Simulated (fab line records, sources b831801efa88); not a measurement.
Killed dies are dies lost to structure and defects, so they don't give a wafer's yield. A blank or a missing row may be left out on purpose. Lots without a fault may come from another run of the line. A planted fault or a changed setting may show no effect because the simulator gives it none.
Split-lot experiment | flow sfq_line | 5 lots, 23 wafers read, on a route of 325 steps

THE SPLIT
At SFQ_TRILAYER_M1_DEP_SPUTTER_037 (material Nb, target thk 200 nm, time 133.3 s), the setting time_s was moved away from the recipe's 133.3 s on 10 of the 23 wafers read, by +5.9% to +14.9%. The other wafers ran this setting at the recipe's value.

The file shows no step between the split and the reading.

THE READING
M1_NB_RS, in ohm/sq, at SFQ_M1_RS_MEAS_909 (measures by four-point-probe). Fault-free wafers of this fab line usually give 0.887 ohm/sq, standard deviation 0.0082 ohm/sq.

wafer  | tool, chamber at the split | time_s as run, s | against the recipe | M1_NB_RS, ohm/sq | against lot-mates on the recipe
L074.1 | pvd_sputter-04, -          | 133.3            | recipe             | 0.882            | -
L074.2 | pvd_sputter-04, -          | 153.2            | +14.9%             | 0.769            | -0.118
L074.4 | pvd_sputter-04, -          | 153.2            | +14.9%             | 0.774            | -0.113
L074.5 | pvd_sputter-04, -          | 133.3            | recipe             | 0.888            | -
L074.6 | pvd_sputter-04, -          | 133.3            | recipe             | 0.892            | -
L075.1 | pvd_sputter-03, -          | 133.3            | recipe             | 0.889            | -
L075.2 | pvd_sputter-03, -          | 152.1            | +14.1%             | 0.778            | -0.111
L075.3 | pvd_sputter-03, -          | 133.3            | recipe             | 0.888            | -
L075.4 | pvd_sputter-03, -          | 152.1            | +14.1%             | 0.786            | -0.103
L075.6 | pvd_sputter-03, -          | 152.1            | +14.1%             | 0.778            | -0.111
L080.1 | pvd_sputter-06, -          | 141.1            | +5.9%              | 0.828            | -0.053
L080.2 | pvd_sputter-06, -          | 141.1            | +5.9%              | 0.842            | -0.039
L080.4 | pvd_sputter-06, -          | 141.1            | +5.9%              | 0.828            | -0.053
L080.5 | pvd_sputter-06, -          | 133.3            | recipe             | 0.878            | -
L080.6 | pvd_sputter-06, -          | 133.3            | recipe             | 0.883            | -
L083.3 | pvd_sputter-06, -          | 133.3            | recipe             | 0.882            | -
L083.4 | pvd_sputter-06, -          | 133.3            | recipe             | 0.898            | -
L083.6 | pvd_sputter-06, -          | 133.3            | recipe             | 0.877            | -
L085.2 | pvd_sputter-04, -          | 149.6            | +12.2%             | 0.801            | -0.092
L085.3 | pvd_sputter-04, -          | 133.3            | recipe             | 0.900            | -
L085.4 | pvd_sputter-04, -          | 133.3            | recipe             | 0.893            | -
L085.5 | pvd_sputter-04, -          | 149.6            | +12.2%             | 0.801            | -0.092
L085.6 | pvd_sputter-04, -          | 133.3            | recipe             | 0.885            | -

THE FIT
A straight line over all 23 wafers: M1_NB_RS changes by -0.00756 ohm/sq for each +1% of time_s; r = -0.99; the points scatter about the line by 0.0075 ohm/sq.
The same after taking each lot's own level away (the mean of its wafers on the recipe; 23 wafers): -0.00766 ohm/sq for each +1%; r = -0.99; scatter 0.0055 ohm/sq.
On that fit, the largest move of time_s shifts the reading by 0.11 ohm/sq.
The lots' own levels span 0.8805 to 0.8927 ohm/sq, that is 1.5 times the standard deviation above.
So the lot-to-lot level changes the slope little: the two slopes agree.
Check: with one of the wafers moved furthest among these (+14.9%) left out of the fit, the line predicts -0.114 ohm/sq for it against its lot-mates. It came out at -0.118 ohm/sq against them.

OTHER SPLITS ON THESE WAFERS
These wafers also went through other splits before the reading. Each is held against what the fit with the lots' levels taken away leaves over:
other split on the same wafers                 | wafers away from the commonest value | r with M1_NB_RS (lot level and that fit taken away)
SFQ_TRILAYER_L0_LITHO_COAT_005 spin_rpm        | 7                                    | -0.15
SFQ_TRILAYER_L0_LITHO_EXPOSE_006 dose_mj       | 9                                    | -0.11
SFQ_TRILAYER_L0_VIA_LITHO_PEB_016 peb_time_s   | 6                                    | +0.11
SFQ_TRILAYER_M0_LITHO_PEB_024 peb_temp_c       | 8                                    | +0.28
SFQ_TRILAYER_I0_CMP_CMP_028 leave_above_ref_nm | 7                                    | -0.05
SFQ_TRILAYER_I0_VIA_LITHO_COAT_031 spin_rpm    | 12                                   | -0.18
SFQ_TRILAYER_I0_VIA_LITHO_PEB_034 peb_time_s   | 9                                    | +0.18

THE WHOLE CHAIN: every reading that the file lists as answering this split, in the file's order
step                            | what it does                                 | reading                                                                                   | change (the file's fit)              | r (the file's)
SFQ_TRILAYER_M1_DEP_SPUTTER_037 | material Nb, target thk 200 nm, time 133.3 s | Nb_of_TRILAYER_M1_DEP_SPUTTER_037.thk_nm (the simulator's own value, which no gauge read) | +1.94 nm for each +1% of the setting | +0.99
SFQ_M1_RS_MEAS_909              | measures by four-point-probe                 | M1_NB_RS                                                                                  | -0.00769 for each +1% of the setting | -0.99

THE FILE'S OWN FIT
M1_NB_RS changes by -0.00769 ohm/sq for each +1% of time_s, r = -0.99.
